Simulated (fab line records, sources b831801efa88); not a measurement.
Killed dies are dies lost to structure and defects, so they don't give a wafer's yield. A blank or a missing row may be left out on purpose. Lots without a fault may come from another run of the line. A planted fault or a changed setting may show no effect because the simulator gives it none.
Which tool did it? | flow sky130 | 14 lots, 41 wafers sampled, at 3 steps of a route of 708

WHAT THE GAUGES READ, wafer by wafer
SKY_METAL4_CD_MEAS_13: target cd 300 nm. Usual: cd_nm 299.7 nm, standard deviation 1.3.
lot  | measured     | on        | cd_nm (nm)        | flag
L210 | day 42 00:34 | cd_sem-01 | 299.3 298.5 298.9 |
L211 | day 42 09:50 | cd_sem-02 | 300.3 299.1 301.3 |
L212 | day 42 13:37 | cd_sem-02 | 297.9 297.8 297.0 |
L213 | day 42 15:43 | cd_sem-01 | 299.1 298.6 299.7 |
L214 | day 42 23:16 | cd_sem-01 | 300.4 301.0 301.1 |
L215 | day 43 06:10 | cd_sem-01 | 299.5 298.6 298.7 |
L216 | day 43 14:14 | cd_sem-02 | 299.3 299.9 298.9 |
L217 | day 44 01:35 | cd_sem-02 | 300.6 300.5 298.8 |
L218 | day 44 06:08 | cd_sem-02 | 298.3 298.4       |
L226 | day 46 06:44 | cd_sem-02 | 300.3 299.7 299.5 |
L227 | day 46 09:13 | cd_sem-02 | 299.6 300.5 301.0 |
L228 | day 46 10:08 | cd_sem-02 | 301.3 301.3 301.6 |
L230 | day 47 04:35 | cd_sem-02 | 302.8 300.8 301.4 |
L232 | day 47 12:49 | cd_sem-01 | 299.5 298.7 299.2 |

WHICH TOOL RAN EACH LOT (tool, then ch and the chambers of the sampled wafers, then the start)
lot  | SKY_VIA3_CVD_21               | SKY_METAL4_SPUTTER_02
L210 | cvd_w-01 ch 0,1, day 39 22:56 | pvd_sputter-04, day 39 23:35
L211 | cvd_w-01 ch 0,1, day 40 08:07 | pvd_sputter-03, day 40 08:46
L212 | cvd_w-02 ch 0,1, day 40 12:11 | pvd_sputter-04, day 40 12:47
L213 | cvd_w-01 ch 0,1, day 40 14:25 | pvd_sputter-04, day 40 15:04
L214 | cvd_w-02 ch 0,1, day 40 22:26 | pvd_sputter-03, day 40 23:05
L215 | cvd_w-01 ch 0,1, day 41 06:01 | pvd_sputter-03, day 41 06:37
L216 | cvd_w-01 ch 0,1, day 41 14:26 | pvd_sputter-03, day 41 15:02
L217 | cvd_w-02 ch 0,1, day 42 01:26 | pvd_sputter-04, day 42 02:19
L218 | cvd_w-02 ch 1, day 42 06:57   | pvd_sputter-03, day 42 07:36
L226 | cvd_w-01 ch 0,1, day 44 10:16 | pvd_sputter-01, day 44 11:01
L227 | cvd_w-02 ch 0,1, day 44 13:14 | pvd_sputter-04, day 44 13:53
L228 | cvd_w-01 ch 0,1, day 44 13:30 | pvd_sputter-04, day 44 14:09
L230 | cvd_w-02 ch 0,1, day 45 09:05 | pvd_sputter-04, day 45 09:44
L232 | cvd_w-01 ch 0,1, day 45 17:49 | pvd_sputter-04, day 45 18:26
- SKY_VIA3_CVD_21: deposits W, target thk 390 nm, time 117.31 s.
- SKY_METAL4_SPUTTER_02: material AlCu, target thk 735 nm, time 39.1 s.

WHAT THE TOOLS THEMSELVES READ (means of the sampled wafers that have a number; where no wafer has one, the mark that the record gives instead)
SKY_VIA3_CVD_21. Usual: chamber_pressure_Torr 40.00 Torr, standard deviation 0.081; heater_power_w 846 W, standard deviation 90.
lot  | tool     | chamber_pressure_Torr (Torr) | heater_power_w (W) | flag
L210 | cvd_w-01 | 40.00                        | 804                |
L211 | cvd_w-01 | 39.99                        | 850                |
L212 | cvd_w-02 | 40.01                        | 881                |
L213 | cvd_w-01 | 40.05                        | 828                |
L214 | cvd_w-02 | 40.04                        | 905                |
L215 | cvd_w-01 | 39.93                        | 796                |
L216 | cvd_w-01 | 39.98                        | 835                |
L217 | cvd_w-02 | 40.03                        | 840                |
L218 | cvd_w-02 | 40.16                        | 978                |
L226 | cvd_w-01 | 40.06                        | 835                |
L227 | cvd_w-02 | 39.90                        | 916                |
L228 | cvd_w-01 | 40.00                        | 807                |
L230 | cvd_w-02 | 39.96                        | 832                |
L232 | cvd_w-01 | 40.04                        | 845                |

SKY_METAL4_SPUTTER_02. Usual: chamber_pressure_pa 0.3999 Pa, standard deviation 0.00083; throttle_valve_pct 29.4 %, standard deviation 0.84.
lot  | tool           | chamber_pressure_pa (Pa) | throttle_valve_pct (%) | flag
L210 | pvd_sputter-04 | 0.3999                   | 29.3                   |
L211 | pvd_sputter-03 | 0.3999                   | 28.7                   |
L212 | pvd_sputter-04 | 0.3993                   | 29.8                   |
L213 | pvd_sputter-04 | 0.4001                   | 30.2                   |
L214 | pvd_sputter-03 | 0.3998                   | 29.6                   |
L215 | pvd_sputter-03 | 0.3996                   | 29.2                   |
L216 | pvd_sputter-03 | 0.4004                   | 29.5                   |
L217 | pvd_sputter-04 | 0.3998                   | 29.5                   |
L218 | pvd_sputter-03 | 0.3998                   | 28.8                   |
L226 | pvd_sputter-01 | 0.4005                   | 29.7                   |
L227 | pvd_sputter-04 | 0.4001                   | 29.8                   |
L228 | pvd_sputter-04 | 0.3999                   | 29.2                   |
L230 | pvd_sputter-04 | 0.4008                   | 29.3                   |
L232 | pvd_sputter-04 | 0.3999                   | 28.7                   |

THE ANSWER, worked out from the rows above alone
Rule: a lot is off if the mean of its wafers that have a number lies more than 3 standard deviations from the usual mean. A lot without any number at a reading at which 4 lots or more have one is off too. The other lots that the step has rows for count as sound. The gauges are gone through in route order, then the tools' own readings, and for those a lot's mean is taken as printed above. The first step at which some lot is off is used, and at that step the reading that is off furthest; a lot without a number counts as furthest.
No lot is off at any reading shown: from this, nothing can be told.

WHAT THE SIMULATOR HAD PUT IN
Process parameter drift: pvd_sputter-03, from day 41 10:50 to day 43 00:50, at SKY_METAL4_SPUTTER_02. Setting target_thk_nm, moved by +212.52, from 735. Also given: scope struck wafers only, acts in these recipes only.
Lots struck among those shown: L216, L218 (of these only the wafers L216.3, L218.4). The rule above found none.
